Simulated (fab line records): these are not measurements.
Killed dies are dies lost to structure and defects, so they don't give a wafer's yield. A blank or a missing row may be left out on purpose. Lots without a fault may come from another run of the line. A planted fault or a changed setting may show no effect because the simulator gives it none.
Chamber matching :: flow gf180mcu :: cmp-01 running GF_STI_CMP_25: 4 sister chambers
The step polishes, stops on Si3N4, t overpolish 33 s, target thk 524.6 nm. 8 wafers are shown with their chamber, then 7 later ones without.

== WAFERS PAIRED WITH THEIR CHAMBERS ==
wafer: L168.1
chamber: 3
motor current A (A): 10.0
edge zone pressure frac: 1.000

wafer: L169.3
chamber: 0
motor current A (A): 12.2
edge zone pressure frac: 1.005

wafer: L169.6
chamber: 0
motor current A (A): 12.7
edge zone pressure frac: 1.007

wafer: L171.1
chamber: 3
motor current A (A): 10.3
edge zone pressure frac: 0.991

wafer: L171.2
chamber: 2
motor current A (A): 11.2
edge zone pressure frac: 0.999

wafer: L173.3
chamber: 1
motor current A (A): 13.3
edge zone pressure frac: 0.985

wafer: L173.5
chamber: 1
motor current A (A): 13.2
edge zone pressure frac: 0.999

wafer: L173.6
chamber: 2
motor current A (A): 11.7
edge zone pressure frac: 0.997

== WAFERS WHOSE CHAMBER IS MISSING ==
wafer: L179.1
motor current A (A): 10.0
edge zone pressure frac: 0.995

wafer: L179.2
motor current A (A): 11.1
edge zone pressure frac: 0.996

wafer: L179.4
motor current A (A): 12.7
edge zone pressure frac: 1.007

wafer: L181.6
motor current A (A): 12.0
edge zone pressure frac: 1.007

wafer: L184.1
motor current A (A): 13.7
edge zone pressure frac: 0.992

wafer: L184.3
motor current A (A): 12.4
edge zone pressure frac: 1.001

wafer: L184.6
motor current A (A): 11.2
edge zone pressure frac: 1.004

== CHAMBER TAKEN BY EACH ==
wafer: L179.1
from the rows above: 3
in truth: 3

wafer: L179.2
from the rows above: 2
in truth: 2

wafer: L179.4
from the rows above: 0
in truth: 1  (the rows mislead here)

wafer: L181.6
from the rows above: can't be placed: 0 or 2
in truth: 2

wafer: L184.1
from the rows above: 1
in truth: 1

wafer: L184.3
from the rows above: 0
in truth: 0

wafer: L184.6
from the rows above: 2
in truth: 2
Correct placement for 5 of the 7. Can't be placed from these rows: 1 (the true chamber is among the candidates in 1). 1 placed wrongly.
How it was worked out, from the rows above alone: a wafer's distance from a chamber is the root of the sum, over the readings, of the square of ((its reading less the chamber's mean) divided by the reading's scatter). If the next closest chamber is less than 2 further off than the closest, the wafer can't be placed; otherwise it belongs to the closest. A chamber's mean is the mean of its shown wafers. The scatter is the square root of a quotient: the sum, over the shown wafers, of each reading's squared deviation from its chamber's mean, divided by wafers minus chambers.
